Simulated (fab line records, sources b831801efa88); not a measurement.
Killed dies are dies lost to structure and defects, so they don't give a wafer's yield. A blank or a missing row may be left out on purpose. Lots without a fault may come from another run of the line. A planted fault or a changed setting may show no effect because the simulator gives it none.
A struck lot beside a sound one | flow sky130 | 43 steps out of a route of 708
Sound: wafers L984.1, L984.2, L984.6. Struck: wafers L998.4, L998.5, L998.6. The cause comes at the end.
At each step with rows: each side's tool, then ch and its chambers, then its first start. Under that, the readings that differ: sound wafers | struck wafers | difference of the means | sigmas: that difference in standard deviations of wafers without a fault.
alike: readings whose means differ by less than 2 such deviations, and words and numbers that are the same on both sides. not compared: withheld readings, readings that some wafer has no value for, bounds like >300 that may hide the same value, and numbers for which the record gives no deviation and whose values overlap.
The two part at a step that has a row with sigmas, a row that says differs or no value, or rows on one side only. Numbers that don't overlap but have no deviation are shown without sigmas and don't part them. A reading that every wafer of one side lacks parts them only if that side has two wafers or more.

SKY_VIA4_THK_MEAS_01:
  sound on film_metro-03, day 43 05:28; struck on film_metro-03, day 46 09:23
  alike: VIA4_HDPCVD_THK
then, 1 step without rows for these wafers: SKY_VIA4_CMP_02 (polishes SiO2).
SKY_VIA4_BOW_MEAS_03:
  sound on film_metro-01, day 43 05:50; struck on film_metro-03, day 46 09:47
  alike: VIA4_BOW
then, 7 steps without rows for these wafers: SKY_VIA4_DEHYDRATE_04 (time 60 s); SKY_VIA4_HMDS_05 (prime time 60 s); SKY_VIA4_COAT_06 (resist thk 1140 nm); SKY_VIA4_SOFTBAKE_07 (time 60 s); SKY_VIA4_EXPOSE_08 (exposes mask VIM4, target cd 800 nm); SKY_VIA4_PEB_09; SKY_VIA4_DEVELOP_10 (develop time 60 s).
SKY_VIA4_OVL_MEAS_11:
  sound on overlay-02, day 44 04:50; struck on overlay-02, day 47 06:13
  alike: VIA4_OVL
SKY_VIA4_ETCH_12: etches SiO2 in C4F8/O2/Ar, stops on TiN, target depth 580 nm.
  sound on rie_diel-01 ch 0,2, day 44 04:53; struck on rie_diel-04 ch 0,2,3, day 47 06:16
  alike: oes_product_au
SKY_VIA4_STRIP_13: strips in O2/N2.
  sound on plasma_asher-03 ch 0,1, day 44 04:57; struck on plasma_asher-03 ch 0,1, day 47 06:20
  alike: drypump_motor_current_A, oes_product_au, strip_time_to_endpoint_s
  not compared: rf_hours_counter_h
then, 4 steps without rows for these wafers: SKY_VIA4_STRIP_14 (strips in post etch residue remover, time 1200 s); SKY_VIA4_CLEAN_15 (cleans in IPA, time 180 s); SKY_VIA4_CLEAN_16 (cleans in O3/DIW); SKY_VIA4_SPUTTER_17 (material TiN, target thk 20 nm, time 80 s).
SKY_VIA4_CVD_18: deposits W, target thk 505 nm, time 152.14 s.
  sound on cvd_w-02 ch 0,1, day 44 05:36; struck on cvd_w-02 ch 0,1, day 47 07:02
  alike: heater_power_w
  not compared: since_wet_clean_h
SKY_VIA4_RS_MEAS_19: measures by four-point-probe.
  sound on film_metro-03, day 44 05:46; struck on film_metro-02, day 47 07:12
  alike: VIA4_W_RS
SKY_VIA4_THK_MEAS_20: measures by xrf.
  sound on film_metro-03, day 44 05:53; struck on film_metro-02, day 47 07:17
  alike: VIA4_W_THK
then, 1 step without rows for these wafers: SKY_VIA4_CMP_21 (polishes, stops on SiO2, t overpolish 25 s, target thk 0 nm).
SKY_METAL5_SPUTTER_00: material Ti, target thk 15 nm, time 10 s.
  sound on pvd_sputter-04, day 44 06:14; struck on pvd_sputter-04, day 47 07:38
  alike: throttle_valve_pct
SKY_METAL5_SPUTTER_01: material TiN, target thk 20 nm, time 16.7 s.
  sound on pvd_sputter-04, day 44 06:16; struck on pvd_sputter-04, day 47 07:40
  alike: throttle_valve_pct
then, 3 steps without rows for these wafers: SKY_METAL5_SPUTTER_02 (material AlCu, target thk 1150 nm, time 61.2 s); SKY_METAL5_SPUTTER_03 (material Ti, target thk 5 nm, time 3.3 s); SKY_METAL5_SPUTTER_04 (material TiN, target thk 70 nm, time 58.3 s).
SKY_METAL5_RS_MEAS_05: measures by four-point-probe.
  sound on film_metro-04, day 44 06:24; struck on film_metro-03, day 47 07:51
  alike: METAL5_ALCU_RS
SKY_METAL5_THK_MEAS_06: measures by xrf.
  sound on film_metro-04, day 44 06:31; struck on film_metro-03, day 47 07:56
  alike: METAL5_ALCU_THK
then, 7 steps without rows for these wafers: SKY_METAL5_DEHYDRATE_07 (time 60 s); SKY_METAL5_HMDS_08 (prime time 60 s); SKY_METAL5_COAT_09 (resist thk 1800 nm); SKY_METAL5_SOFTBAKE_10 (time 60 s); SKY_METAL5_EXPOSE_11 (exposes mask MM5, target cd 1600 nm); SKY_METAL5_PEB_12; SKY_METAL5_DEVELOP_13 (develop time 60 s).
SKY_METAL5_DESCUM_14: chemistry O2, time 11 s.
  sound on rie_metal-02 ch 0,1, day 45 04:16; struck on rie_metal-03 ch 0,1, day 48 03:25
  alike: drypump_motor_current_A, oes_product_au
  not compared: rf_hours_counter_h
then, 6 steps without rows for these wafers: SKY_METAL5_METAL_ETCH_15 (etches the open film in Cl2/BCl3, stops on SiO2, target depth 1260 nm, time 252 s); SKY_METAL5_STRIP_16 (strips in O2/N2); SKY_METAL5_STRIP_17 (strips in post etch residue remover, time 1200 s); SKY_METAL5_CLEAN_18 (cleans in IPA, time 180 s); SKY_METAL5_CLEAN_19 (cleans in O3/DIW); SKY_PASSIVATION_CVD_00 (deposits SiO2, target thk 90 nm).
SKY_PAD_OPEN_PROBE_99:
  sound on prober-02, day 47 02:42; struck on prober-01, day 49 19:23
  reading                               | sound                | struck            | difference | sigmas
  defect_limited_yield (%)              | 83.3 84.8 82.5       | 76.6 77.4 76.0    | -6.9       | -4
  killed_at_M4_up                       | 2 3 0                | 31 28 26          | +27        | +14
  killed_dies                           | 82 75 86             | 115 111 118       | +34        | +4
  sort_bin_3_pad_short (%)              | 0.4 0.6 0.6          | 0.8 1.8 2.2       | +1.1       | +3
  sort_bin_5_function (%)               | 10.0 9.6 9.3         | 15.4 13.6 15.0    | +5.0       | +3
  sort_n_pass                           | 410 417 406          | 377 381 374       | -34        | -4
  sort_yield_pct (%)                    | 83.3 84.8 82.5       | 76.6 77.4 76.0    | -6.9       | -4
  model.etest.tester.sort_n_pass        | 410 417 406          | 377 381 374       | -34        |
  model.etest.tester.sort_yield_pct (%) | 83.33 84.76 82.52    | 76.63 77.44 76.02 | -6.84      |
  model.etest.tester.sort_bin_5_pct (%) | 9.959 9.553 9.35     | 15.45 13.62 15.04 | +5.08      |
  model.etest.tester.sort_bin_3_pct (%) | 0.4065 0.6098 0.6098 | 0.813 1.829 2.236 | +1.084     |
  alike: killed_at_M0_to_M3, killed_at_contacts, killed_at_front_end, killed_at_other, killed_open, killed_short, sort_bin_6_memory

WHERE THEY PART
Only at SKY_PAD_OPEN_PROBE_99, within this record.

WHY: what the simulator had put in
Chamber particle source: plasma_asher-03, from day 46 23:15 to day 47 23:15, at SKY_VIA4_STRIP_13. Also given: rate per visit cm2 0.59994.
